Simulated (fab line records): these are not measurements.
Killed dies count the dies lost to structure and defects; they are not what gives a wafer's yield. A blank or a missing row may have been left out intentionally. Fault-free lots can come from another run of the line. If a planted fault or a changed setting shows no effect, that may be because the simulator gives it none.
Comparing a struck lot with a sound one :: flow sky130 :: 16 out of 708 route steps
Sound: these wafers, L436.2, L436.4, L436.5. Struck: wafer L445.5 (L445.1, L445.4, from the same lot, were not struck and are left out); the cause is given at the end.
For every step that has rows: the tool of each side, followed by ch and its chambers, followed by its first start. Under that, the readings that differ: sound wafers :: struck wafers :: difference of the means :: sigmas: that difference in standard deviations of wafers without a fault.
alike: a reading whose means differ by less than 2 such deviations, as well as words and numbers matching on both sides. not compared: withheld readings; readings where some wafer has no value; bounds like >300 that might hide an equal value; numbers whose values overlap and for which the record gives no deviation.
The two part at a step that has a row with sigmas, a row that says differs or no value, or rows on one side only. When numbers do not overlap yet have no deviation, they are printed without sigmas and do not part them. A reading missing from all wafers of one side parts the sides only when that side holds two or more wafers.

first, 3 steps without rows for these wafers: SKY_METAL1_EXPOSE_12 (exposes mask MM1, target cd 140 nm); SKY_METAL1_PEB_13; SKY_METAL1_DEVELOP_14 (develop time 60 s).
SKY_METAL1_CD_MEAS_15: target cd 140 nm.
  sound on cd_sem-01, day 37 05:00; struck on cd_sem-01, day 39 13:48
  alike: cd_nm
SKY_METAL1_OVL_MEAS_16:
  sound on overlay-01, day 37 05:07; struck on overlay-02, day 39 13:55
  alike: METAL1_OVL
SKY_METAL1_DESCUM_17: chemistry O2, time 8 s.
  sound on rie_metal-03 ch 0, day 37 05:08; struck on rie_metal-02 ch 0, day 39 13:58
  alike: drypump_motor_current_A, oes_product_au
  not compared: rf_hours_counter_h
SKY_METAL1_ETCH_18: etches BARC in N2/H2, stops on SiO2, time 45.9 s, target depth 60 nm.
  sound on rie_metal-03 ch 0, day 37 05:10; struck on rie_metal-02 ch 0, day 39 13:59
  alike: drypump_motor_current_A, oes_product_au, throttle_valve_pct
  not compared: rf_hours_counter_h
SKY_METAL1_METAL_ETCH_19: etches the open film in Cl2/BCl3, stops on SiO2, target depth 360 nm, time 74.4 s.
  sound on rie_metal-03 ch 0, day 37 05:14; struck on rie_metal-02 ch 0, day 39 14:03
  alike: drypump_motor_current_A, oes_product_au, throttle_valve_pct
  not compared: rf_hours_counter_h
SKY_METAL1_STRIP_20: strips in O2/N2.
  sound on plasma_asher-04 ch 0,1, day 37 05:20; struck on plasma_asher-02 ch 0, day 39 14:08
  alike: drypump_motor_current_A, oes_product_au, strip_time_to_endpoint_s
  not compared: rf_hours_counter_h
then, 3 steps without rows for these wafers: SKY_METAL1_STRIP_21 (strips in post etch residue remover, time 1200 s); SKY_METAL1_CLEAN_22 (cleans in IPA, time 180 s); SKY_METAL1_CLEAN_23 (cleans in O3/DIW).
SKY_VIA1_HDPCVD_00: deposits SiO2, target thk 1030 nm, time 171.7 s.
  sound on hdpcvd-02 ch 0,2, day 37 05:55; struck on hdpcvd-02 ch 0, day 39 15:14
reading: sih4_flow_sccm (sccm)
sound: 59.82 60.09 60.19
struck: 89.97
difference: +29.94
sigmas: +99 or more

reading: model.SiO2_of_VIA1_HDPCVD_00.thk_nm (nm)
sound: 1018 1038 1027
struck: 1550
difference: +522
sigmas: 
SKY_VIA1_THK_MEAS_01:
  sound on film_metro-04, day 37 06:02; struck on film_metro-04, day 39 15:22
reading: VIA1_HDPCVD_THK (nm)
sound: 1018 1038 1026
struck: 1551
difference: +524
sigmas: +48
SKY_VIA1_CMP_02: polishes SiO2.
  sound on cmp-02 ch 1,3, day 37 06:05; struck on cmp-01 ch 3, day 39 15:25
  alike: head_pressure_psi, motor_current_A, slurry_flow_ml_min
-- the record jumps here: 12 days lie between the struck wafers' starts before and after (it left off in module VIA1 and takes up again in module PAD_OPEN, whose first step shown is number 708 of the route) --
SKY_PAD_OPEN_PROBE_99:
  sound on prober-02, day 49 17:32; struck on prober-01, day 51 05:16
reading: killed_at_other
sound: 0 0 0
struck: 1
difference: +1
sigmas: +2

reading: killed_open
sound: 54 48 54
struck: 37
difference: -15
sigmas: -2

reading: sort_bin_3_pad_short (%)
sound: 1.6 1.2 0.8
struck: 0.2
difference: -1.0
sigmas: -3
  alike: defect_limited_yield, killed_at_M0_to_M3, killed_at_M4_up, killed_at_contacts, killed_at_front_end, killed_dies, killed_short, sort_bin_5_function, sort_bin_6_memory, sort_n_pass, sort_yield_pct

WHERE THEY PART
Earliest at SKY_VIA1_HDPCVD_00; latest, in this record, at SKY_PAD_OPEN_PROBE_99.

WHY: the cause the simulator had injected
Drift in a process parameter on hdpcvd-02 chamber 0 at SKY_VIA1_HDPCVD_00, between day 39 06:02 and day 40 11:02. Setting sih4_flow_sccm, moved by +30, from 60. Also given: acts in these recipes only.
